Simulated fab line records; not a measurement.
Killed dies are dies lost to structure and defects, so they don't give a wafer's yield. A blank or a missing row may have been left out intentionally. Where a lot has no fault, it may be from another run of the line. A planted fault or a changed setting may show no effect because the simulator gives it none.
What tool caused it? | flow sky130 | 12 lots, 36 wafers sampled, at 4 steps of a route of 708

WHAT THE GAUGES SHOWED, per wafer
SKY_CONTACT_BOW_MEAS_05. Usual: for CONTACT_BOW the level is 81 um and the standard deviation is 6.5.
lot  | measured     | on           | CONTACT_BOW (um) | flag
L648 | day 31 02:41 | filmMetro-01 | 79 80 85         | 
L650 | day 31 07:43 | filmMetro-04 | 86 82 88         | 
L651 | day 31 08:41 | filmMetro-01 | 74 85 92         | 
L652 | day 31 15:08 | filmMetro-03 | 82 95 81         | 
L655 | day 33 03:21 | filmMetro-01 | 88 85 88         | 
L658 | day 34 03:13 | filmMetro-04 | 74 77 84         | 
L657 | day 34 09:19 | filmMetro-01 | 87 94 87         | 
L659 | day 34 13:22 | filmMetro-04 | 87 67 76         | 
L661 | day 35 06:13 | filmMetro-03 | 83 74 78         | 
L669 | day 37 03:03 | filmMetro-03 | 77 89 90         | 
L670 | day 37 15:27 | filmMetro-01 | 79 86 91         | 
L671 | day 37 19:35 | filmMetro-01 | 79 83 73         | 

WHAT TOOL EACH LOT RAN ON (gives the tool, then ch and the chambers of the sampled wafers, and finally the start)
lot  | SKY_LI_CONTACT_STRIP_16             | SKY_LOCAL_INTERCONNECT_ETCH_13   | SKY_CONTACT_CMP_04
L648 | plasmaAsher-03 ch 0,1, day 29 19:39 | rieMetal-03 ch 0,1, day 31 01:26 | cmp-01 ch 1,2, day 31 02:21
L650 | plasmaAsher-03 ch 0,1, day 30 00:45 | rieMetal-03 ch 0, day 31 06:29   | cmp-01 ch 1,2, day 31 07:25
L651 | plasmaAsher-04 ch 1, day 30 02:03   | rieMetal-01 ch 0,1, day 31 07:26 | cmp-02 ch 0,1,2, day 31 08:22
L652 | plasmaAsher-03 ch 0,1, day 30 07:37 | rieMetal-01 ch 0,1, day 31 13:52 | cmp-02 ch 0,1,3, day 31 14:54
L655 | plasmaAsher-04 ch 0,1, day 31 20:55 | rieMetal-03 ch 0,1, day 33 01:50 | cmp-02 ch 0,1,3, day 33 03:09
L658 | plasmaAsher-02 ch 0,1, day 32 21:28 | rieMetal-03 ch 0,1, day 34 01:59 | cmp-02 ch 1,2,3, day 34 02:58
L657 | plasmaAsher-03 ch 0,1, day 33 04:01 | rieMetal-03 ch 0,1, day 34 08:05 | cmp-01 ch 0,1,2, day 34 09:04
L659 | plasmaAsher-03 ch 0,1, day 33 08:09 | rieMetal-03 ch 0,1, day 34 12:08 | cmp-02 ch 0,1,3, day 34 13:04
L661 | plasmaAsher-03 ch 0,1, day 34 01:48 | rieMetal-03 ch 0,1, day 35 04:56 | cmp-01 ch 1,2, day 35 05:55
L669 | plasmaAsher-02 ch 0,1, day 35 22:15 | rieMetal-04 ch 0,1, day 37 01:48 | cmp-01 ch 0,2,3, day 37 02:44
L670 | plasmaAsher-03 ch 0,1, day 36 11:16 | rieMetal-03 ch 0,1, day 37 14:13 | cmp-02 ch 0,2,3, day 37 15:09
L671 | plasmaAsher-02 ch 0,1, day 36 15:42 | rieMetal-03 ch 0,1, day 37 18:20 | cmp-02 ch 1,2,3, day 37 19:17
- SKY_LI_CONTACT_STRIP_16: strips in O2/N2.
- SKY_LOCAL_INTERCONNECT_ETCH_13: etches BARC in N2/H2, stops on SiO2, time 45.9 s, target depth 60 nm.
- SKY_CONTACT_CMP_04: polishes SiO2.

WHAT THE TOOLS THEMSELVES READ (means of the sampled wafers that have a number; where no wafer has one, the mark that the record gives instead)
SKY_LI_CONTACT_STRIP_16. Usual: drypumpMotorCurrentA 5.6 A, standard deviation 0.35; oesProductAu 0.376 a.u., standard deviation 0.0043; stripTimeToEndpointS 3.52 s, standard deviation 0.031.
lot  | tool           | drypumpMotorCurrentA (A) | oesProductAu (a.u.) | stripTimeToEndpointS (s) | flag
L648 | plasmaAsher-03 | 5.2                      | 0.377               | 3.55                     | 
L650 | plasmaAsher-03 | 5.2                      | 0.379               | 3.48                     | 
L651 | plasmaAsher-04 | 5.3                      | 0.373               | 3.51                     | 
L652 | plasmaAsher-03 | 5.2                      | 0.377               | 3.53                     | 
L655 | plasmaAsher-04 | 5.4                      | 0.378               | 3.51                     | 
L658 | plasmaAsher-02 | 5.9                      | 0.378               | 3.53                     | 
L657 | plasmaAsher-03 | 5.2                      | 0.380               | 3.52                     | 
L659 | plasmaAsher-03 | 5.2                      | 0.379               | 3.52                     | 
L661 | plasmaAsher-03 | 5.2                      | 0.377               | 3.53                     | 
L669 | plasmaAsher-02 | 6.0                      | 0.373               | 3.52                     | 
L670 | plasmaAsher-03 | 5.3                      | 0.379               | 3.51                     | 
L671 | plasmaAsher-02 | 5.9                      | 0.374               | 3.50                     | 

SKY_LOCAL_INTERCONNECT_ETCH_13. Usual: biasW 100.05 W, standard deviation 0.26; drypumpMotorCurrentA 6.1 A, standard deviation 0.41; oesProductAu 0.855 a.u., standard deviation 0.0047; rfFwdPowerW 495.5 W, standard deviation 1.8; throttleValvePct 13.224 %, standard deviation 0.009.
lot  | tool        | biasW (W) | drypumpMotorCurrentA (A) | oesProductAu (a.u.) | rfFwdPowerW (W) | throttleValvePct (%) | flag
L648 | rieMetal-03 | 99.83     | 6.3                      | 0.853               | 494.9           | 13.230               | 
L650 | rieMetal-03 | 100.11    | 6.4                      | 0.855               | 494.7           | 13.228               | 
L651 | rieMetal-01 | 100.15    | 5.9                      | 0.858               | 495.8           | 13.235               | 
L652 | rieMetal-01 | 99.95     | 5.9                      | 0.856               | 495.3           | 13.230               | 
L655 | rieMetal-03 | 99.79     | 6.3                      | 0.857               | 494.1           | 13.229               | 
L658 | rieMetal-03 | 100.33    | 6.4                      | 0.861               | 495.7           | 13.228               | 
L657 | rieMetal-03 | 97.98     | 6.3                      | 0.859               | 492.4           | 13.225               | OFF
L659 | rieMetal-03 | 97.87     | 6.3                      | 0.851               | 494.3           | 13.214               | OFF
L661 | rieMetal-03 | 98.17     | 6.3                      | 0.850               | 496.6           | 13.224               | OFF
L669 | rieMetal-04 | 100.06    | 5.6                      | 0.852               | 496.8           | 13.229               | 
L670 | rieMetal-03 | 100.49    | 6.4                      | 0.857               | 493.7           | 13.226               | 
L671 | rieMetal-03 | 100.20    | 6.3                      | 0.855               | 495.5           | 13.234               | 

SKY_CONTACT_CMP_04. Usual: motorCurrentA 12.4 A, standard deviation 1.4; timeToEndpointS 81 s, standard deviation 4.3.
lot  | tool   | motorCurrentA (A) | timeToEndpointS (s) | flag
L648 | cmp-01 | 12.8              | 76                  | 
L650 | cmp-01 | 13.7              | 81                  | 
L651 | cmp-02 | 12.4              | 83                  | 
L652 | cmp-02 | 13.1              | 82                  | 
L655 | cmp-02 | 12.4              | 78                  | 
L658 | cmp-02 | 12.7              | 79                  | 
L657 | cmp-01 | 12.3              | 81                  | 
L659 | cmp-02 | 13.1              | 83                  | 
L661 | cmp-01 | 13.1              | 81                  | 
L669 | cmp-01 | 12.4              | 80                  | 
L670 | cmp-02 | 11.7              | 89                  | 
L671 | cmp-02 | 12.7              | 85                  | 

THE ANSWER, worked out from the rows above alone
Rule: a lot counts as off when the mean over its wafers that have a number is more than 3 standard deviations away from the usual mean. A lot without any number at a reading at which 4 lots or more have one is off too. The other lots that the step has rows for count as sound. The gauges are gone through in route order, then the tools' own readings, and for those a lot's mean is taken as printed above. The first step at which some lot is off is used, and at that step the reading that is off furthest; a lot without a number counts as furthest.
Off at SKY_LOCAL_INTERCONNECT_ETCH_13 (biasW): L657, L659, L661.
If a tool, at that step or one of the process steps before it, ran each lot that is off and ran no sound lot following the first of them, it fits. Of those tried, none fits.

WHAT THE SIMULATOR HAD PUT IN
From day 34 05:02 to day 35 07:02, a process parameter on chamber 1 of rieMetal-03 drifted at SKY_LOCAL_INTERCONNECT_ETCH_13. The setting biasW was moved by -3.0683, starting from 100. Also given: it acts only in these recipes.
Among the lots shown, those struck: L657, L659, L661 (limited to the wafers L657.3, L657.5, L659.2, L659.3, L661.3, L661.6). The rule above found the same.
